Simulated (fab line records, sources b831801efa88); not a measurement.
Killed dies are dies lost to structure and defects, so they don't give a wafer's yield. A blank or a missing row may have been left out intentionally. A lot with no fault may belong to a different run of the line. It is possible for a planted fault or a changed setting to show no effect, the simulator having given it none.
A struck lot beside a sound one / flow sky130 / 15 steps out of a route of 708
Sound: wafers L714.1, L714.2, L714.6. Struck: wafers L731.1, L731.2, L731.6. At the end, the cause is stated.
Per side, at each step with rows, come the tool, then ch with its chambers, and then its first start. Under that, the readings that differ: sound wafers / struck wafers / difference of the means / sigmas: that difference in standard deviations of wafers without a fault.
alike: a reading whose means differ by less than 2 such deviations, as well as words and numbers matching on both sides. not compared: withheld readings; readings where some wafer has no value; bounds like >300 that might hide an equal value; numbers whose values overlap and for which the record gives no deviation.
Wherever a step has rows on one side only, a row that says differs or no value, or a row with sigmas, the two part there. When numbers do not overlap yet have no deviation, they are printed without sigmas and do not part them. A reading missing from all wafers of one side parts the sides only when that side holds two or more wafers.

SKY_LDD_HVP_TW_MEAS_10:
  struck on film-metro-03, day 28 09:13; sound on film-metro-04, day 22 17:32
  alike: LDD_HVP_TW
then, 7 steps without rows for these wafers: SKY_LDD_LDN_DEHYDRATE_00 (time 60 s); SKY_LDD_LDN_HMDS_01 (prime time 60 s); SKY_LDD_LDN_COAT_02 (resist thk 1140 nm); SKY_LDD_LDN_SOFTBAKE_03 (time 60 s); SKY_LDD_LDN_EXPOSE_04 (exposes mask LDNTM, target cd 700 nm); SKY_LDD_LDN_PEB_05; SKY_LDD_LDN_DEVELOP_06 (develop time 60 s).
SKY_LDD_LDN_OVL_MEAS_07:
  struck on overlay-02, day 29 13:07; sound on overlay-02, day 23 23:37
reading=LDD_LDN_OVL (nm); sound=3.6 2.5 2.3; struck=-3.0 -1.5 -3.3; difference=-5.4; sigmas=-3
then, 3 steps without rows for these wafers: SKY_LDD_LDN_IMPLANT_08; SKY_LDD_LDN_IMPLANT_09; SKY_LDD_LDN_IMPLANT_10.
SKY_LDD_LDN_IMPLANT_11:
  sound on implanter-01 ch 0, day 24 00:07; struck on implanter-01 ch 0, day 29 13:37
reading=beam-energy-keV; sound=15.002 15.002 15.004; struck=19.110 19.109 19.111; difference=+4.107; sigmas=+99 or more
reading=model.implant.rp-nm (nm); sound=12.56 12.56 12.56; struck=15.54 15.54 15.54; difference=+2.98; sigmas=
reading=model.implant.drp-nm (nm); sound=5.933 5.933 5.933; struck=6.987 6.987 6.987; difference=+1.054; sigmas=
SKY_LDD_LDN_STRIP_12: strips in O2/N2.
  sound on plasma-asher-04 ch 0,1, day 24 00:16; struck on plasma-asher-01 ch 0,1, day 29 13:46
  alike: drypump-motor-current-A, o2-flow-sccm, oes-product-au, strip-time-to-endpoint-s
  not compared: rf-hours-counter-h
-- the record jumps here: 21 days lie between the struck wafers' starts before and after (it left off in module LDD_LDN and takes up again in module PAD_OPEN, whose first step shown is number 708 of the route) --
SKY_PAD_OPEN_PROBE_99:
  struck on prober-01, day 50 03:23; sound on prober-02, day 46 12:43
reading=model.etest.tip-sonos.rs-ohm-sq; sound=2737 2746 2702; struck=2524 2501 2503; difference=-219; sigmas=
  alike: killed_at_M0_to_M3, killed_at_M4_up, killed-at-contacts, killed-at-front-end, killed-at-other, killed-dies, killed-open, killed-short

== WHERE THEY PART ==
Last at SKY_LDD_LDN_IMPLANT_11 as far as this record goes, first at SKY_LDD_LDN_OVL_MEAS_07. Later steps at which nothing parts them and some readings are alike: SKY_LDD_LDN_STRIP_12, SKY_PAD_OPEN_PROBE_99.

WHY: the cause the simulator had injected
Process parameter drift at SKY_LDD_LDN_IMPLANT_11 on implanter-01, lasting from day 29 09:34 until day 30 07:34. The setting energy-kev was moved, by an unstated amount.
